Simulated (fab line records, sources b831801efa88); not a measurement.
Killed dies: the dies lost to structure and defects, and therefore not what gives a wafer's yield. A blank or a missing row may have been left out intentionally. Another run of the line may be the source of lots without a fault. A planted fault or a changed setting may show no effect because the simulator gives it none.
What tool caused it? :: flow sky130 :: Sampling: 14 lots, 42 wafers, 4 of 708 route steps

## WHAT THE GAUGES SHOWED, per wafer
SKY_NWELL_OVL_MEAS_23.
lot: L911
measured: day 6 01:14
on: overlay-01
NWELL_01_OVL (nm): -1.9 -2.7 -1.2

lot: L914
measured: day 6 02:13
on: overlay-01
NWELL_01_OVL (nm): -2.0 -0.9 -2.7

lot: L915
measured: day 6 12:52
on: overlay-02
NWELL_01_OVL (nm): -0.2 -1.6 -0.2

lot: L916
measured: day 6 18:10
on: overlay-01
NWELL_01_OVL (nm): -0.9 -1.0 -0.3

lot: L919
measured: day 7 09:28
on: overlay-01
NWELL_01_OVL (nm): 1.3 -2.5 -1.3

lot: L921
measured: day 7 17:52
on: overlay-02
NWELL_01_OVL (nm): -1.9 -1.2 -1.2

lot: L922
measured: day 8 02:46
on: overlay-02
NWELL_01_OVL (nm): 0.2 0.7 2.0

lot: L923
measured: day 8 08:10
on: overlay-01
NWELL_01_OVL (nm): 0.5 0.0 0.4

lot: L924
measured: day 8 14:01
on: overlay-01
NWELL_01_OVL (nm): 0.0 0.1 -0.4

lot: L925
measured: day 8 20:19
on: overlay-01
NWELL_01_OVL (nm): -0.4 -0.7 -1.5

lot: L930
measured: day 10 02:55
on: overlay-02
NWELL_01_OVL (nm): 0.0 1.3 0.8

lot: L932
measured: day 10 17:37
on: overlay-02
NWELL_01_OVL (nm): -2.7 -2.1 -2.1

lot: L933
measured: day 11 03:03
on: overlay-02
NWELL_01_OVL (nm): -4.8 -2.7 -2.4

lot: L934
measured: day 11 10:25
on: overlay-01
NWELL_01_OVL (nm): -0.6 -1.4 1.1

SKY_GATE_OXIDE_OVL_MEAS_10.
lot: L911
measured: day 14 17:16
on: overlay-01
GATE_OXIDE_OVL (nm): 0.7 0.4 0.4

lot: L914
measured: day 14 17:34
on: overlay-01
GATE_OXIDE_OVL (nm): 1.7 1.7 2.3

lot: L915
measured: day 16 19:34
on: overlay-01
GATE_OXIDE_OVL (nm): 2.0 1.8 0.6

lot: L916
measured: day 16 21:37
on: overlay-01
GATE_OXIDE_OVL (nm): 2.9 0.7 1.9

lot: L919
measured: day 17 00:06
on: overlay-01
GATE_OXIDE_OVL (nm): 1.3 0.6 1.6

lot: L921
measured: day 17 06:13
on: overlay-02
GATE_OXIDE_OVL (nm): 2.3 2.3 1.3

lot: L922
measured: day 17 12:18
on: overlay-02
GATE_OXIDE_OVL (nm): 0.6 1.2 2.0

lot: L923
measured: day 17 20:20
on: overlay-01
GATE_OXIDE_OVL (nm): -0.4 0.8 0.5

lot: L924
measured: day 18 05:52
on: overlay-02
GATE_OXIDE_OVL (nm): 0.7 1.4 0.3

lot: L925
measured: day 18 19:43
on: overlay-02
GATE_OXIDE_OVL (nm): -0.9 -0.1 -0.3

lot: L930
measured: day 20 20:30
on: overlay-02
GATE_OXIDE_OVL (nm): -1.2 -1.2 -1.2

lot: L932
measured: day 21 12:01
on: overlay-02
GATE_OXIDE_OVL (nm): 2.0 1.4 1.1

lot: L933
measured: day 21 19:21
on: overlay-02
GATE_OXIDE_OVL (nm): -0.7 -1.9 -0.6

lot: L934
measured: day 22 00:04
on: overlay-02
GATE_OXIDE_OVL (nm): 0.5 0.0 -0.3

SKY_SD_N_OVL_MEAS_08.
lot: L911
measured: day 28 23:45
on: overlay-01
SD_N_OVL (nm): 0.7 1.3 0.6

lot: L914
measured: day 29 01:47
on: overlay-01
SD_N_OVL (nm): 3.4 4.4 3.3

lot: L915
measured: day 31 03:11
on: overlay-02
SD_N_OVL (nm): 1.4 3.0 2.6

lot: L916
measured: day 31 03:29
on: overlay-02
SD_N_OVL (nm): 4.4 3.7 4.6

lot: L919
measured: day 31 06:13
on: overlay-01
SD_N_OVL (nm): -0.3 -1.7 0.5

lot: L921
measured: day 31 14:39
on: overlay-01
SD_N_OVL (nm): 0.8 2.4 1.8

lot: L922
measured: day 31 17:20
on: overlay-02
SD_N_OVL (nm): -2.2 -1.3 -0.3

lot: L923
measured: day 31 18:15
on: overlay-02
SD_N_OVL (nm): -0.4 -0.4 0.7

lot: L924
measured: day 32 05:41
on: overlay-02
SD_N_OVL (nm): 0.1 1.0 2.3

lot: L925
measured: day 32 18:47
on: overlay-02
SD_N_OVL (nm): -0.2 0.9 1.8

lot: L930
measured: day 34 13:22
on: overlay-02
SD_N_OVL (nm): 1.2 4.0 2.3

lot: L932
measured: day 35 01:47
on: overlay-01
SD_N_OVL (nm): 2.7 2.6 3.2

lot: L933
measured: day 35 06:20
on: overlay-01
SD_N_OVL (nm): 3.4 2.1 1.8

lot: L934
measured: day 35 12:41
on: overlay-02
SD_N_OVL (nm): 2.7 1.7 1.1

## WHAT TOOL EACH LOT RAN ON (gives the tool, then ch and the chambers of the sampled wafers, and finally the start)
lot: L911
SKY_LDD_N_IMPLANT_08: implanter-01 ch 0, day 18 20:24

lot: L914
SKY_LDD_N_IMPLANT_08: implanter-01 ch 0, day 18 21:46

lot: L915
SKY_LDD_N_IMPLANT_08: implanter-01 ch 0, day 21 01:17

lot: L916
SKY_LDD_N_IMPLANT_08: implanter-03 ch 0, day 21 01:34

lot: L919
SKY_LDD_N_IMPLANT_08: implanter-01 ch 0, day 21 06:14

lot: L921
SKY_LDD_N_IMPLANT_08: implanter-01 ch 0, day 21 15:43

lot: L922
SKY_LDD_N_IMPLANT_08: implanter-03 ch 0, day 21 21:46

lot: L923
SKY_LDD_N_IMPLANT_08: implanter-03 ch 0, day 22 00:47

lot: L924
SKY_LDD_N_IMPLANT_08: implanter-03 ch 0, day 22 08:29

lot: L925
SKY_LDD_N_IMPLANT_08: implanter-01 ch 0, day 22 23:11

lot: L930
SKY_LDD_N_IMPLANT_08: implanter-01 ch 0, day 24 23:09

lot: L932
SKY_LDD_N_IMPLANT_08: implanter-03 ch 0, day 25 14:00

lot: L933
SKY_LDD_N_IMPLANT_08: implanter-02 ch 0, day 25 20:57

lot: L934
SKY_LDD_N_IMPLANT_08: implanter-01 ch 0, day 26 02:31
- SKY_LDD_N_IMPLANT_08

## WHAT THE TOOLS THEMSELVES READ (means of the sampled wafers that have a number; where no wafer has one, the mark that the record gives instead)
SKY_LDD_N_IMPLANT_08.
lot: L911
tool: implanter-01
beam_on_s (s): 10.1
end_station_pressure_torr (Torr): 5.30e-06
faraday_current_uA: 418

lot: L914
tool: implanter-01
beam_on_s (s): 9.9
end_station_pressure_torr (Torr): 5.59e-06
faraday_current_uA: 429

lot: L915
tool: implanter-01
beam_on_s (s): 9.9
end_station_pressure_torr (Torr): 5.03e-06
faraday_current_uA: 428

lot: L916
tool: implanter-03
beam_on_s (s): 10.9
end_station_pressure_torr (Torr): 5.48e-06
faraday_current_uA: 388

lot: L919
tool: implanter-01
beam_on_s (s): 10.0
end_station_pressure_torr (Torr): 5.36e-06
faraday_current_uA: 420

lot: L921
tool: implanter-01
beam_on_s (s): 10.0
end_station_pressure_torr (Torr): 5.37e-06
faraday_current_uA: 426

lot: L922
tool: implanter-03
beam_on_s (s): 12.3
end_station_pressure_torr (Torr): 7.67e-05
faraday_current_uA: 337

lot: L923
tool: implanter-03
beam_on_s (s): 12.1
end_station_pressure_torr (Torr): 7.44e-05
faraday_current_uA: 342

lot: L924
tool: implanter-03
beam_on_s (s): 12.4
end_station_pressure_torr (Torr): 7.79e-05
faraday_current_uA: 335

lot: L925
tool: implanter-01
beam_on_s (s): 10.0
end_station_pressure_torr (Torr): 5.46e-06
faraday_current_uA: 423

lot: L930
tool: implanter-01
beam_on_s (s): 10.1
end_station_pressure_torr (Torr): 5.24e-06
faraday_current_uA: 418

lot: L932
tool: implanter-03
beam_on_s (s): 10.6
end_station_pressure_torr (Torr): 5.59e-06
faraday_current_uA: 399

lot: L933
tool: implanter-02
beam_on_s (s): 9.8
end_station_pressure_torr (Torr): 5.47e-06
faraday_current_uA: 431

lot: L934
tool: implanter-01
beam_on_s (s): 10.1
end_station_pressure_torr (Torr): 5.17e-06
faraday_current_uA: 417

## THE ANSWER, worked out from the rows above alone
Rule: the usual values come from the lots themselves. Put in order of their means at a reading, lots are off if they are a third of the lots or fewer, leave a main group of 4 or more, and stand apart from it by a gap of 3 or more times the standard deviation of the main group's means; of several such gaps the widest counts. A main group is skipped when, at the precision printed for the reading in the tables above, its means are all equal. A lot without any number at a reading at which 4 lots or more have one is off too. The other lots that the step has rows for count as sound. After the gauges, taken in route order, come the tools' own readings; for these a lot's mean is taken, as printed above. At the first step where some lot is off, the reading lying furthest off is the one used; lots without a number count as furthest.
Off: L922, L923, L924, at SKY_LDD_N_IMPLANT_08 (end_station_pressure_torr). For the main group the mean is 5.37e-06 Torr and the standard deviation 1.7e-07.
If a tool, at that step or one of the process steps before it, ran each lot that is off and ran no sound lot following the first of them, it fits. Not one of the candidates tried fits.

## WHAT THE SIMULATOR PUT IN
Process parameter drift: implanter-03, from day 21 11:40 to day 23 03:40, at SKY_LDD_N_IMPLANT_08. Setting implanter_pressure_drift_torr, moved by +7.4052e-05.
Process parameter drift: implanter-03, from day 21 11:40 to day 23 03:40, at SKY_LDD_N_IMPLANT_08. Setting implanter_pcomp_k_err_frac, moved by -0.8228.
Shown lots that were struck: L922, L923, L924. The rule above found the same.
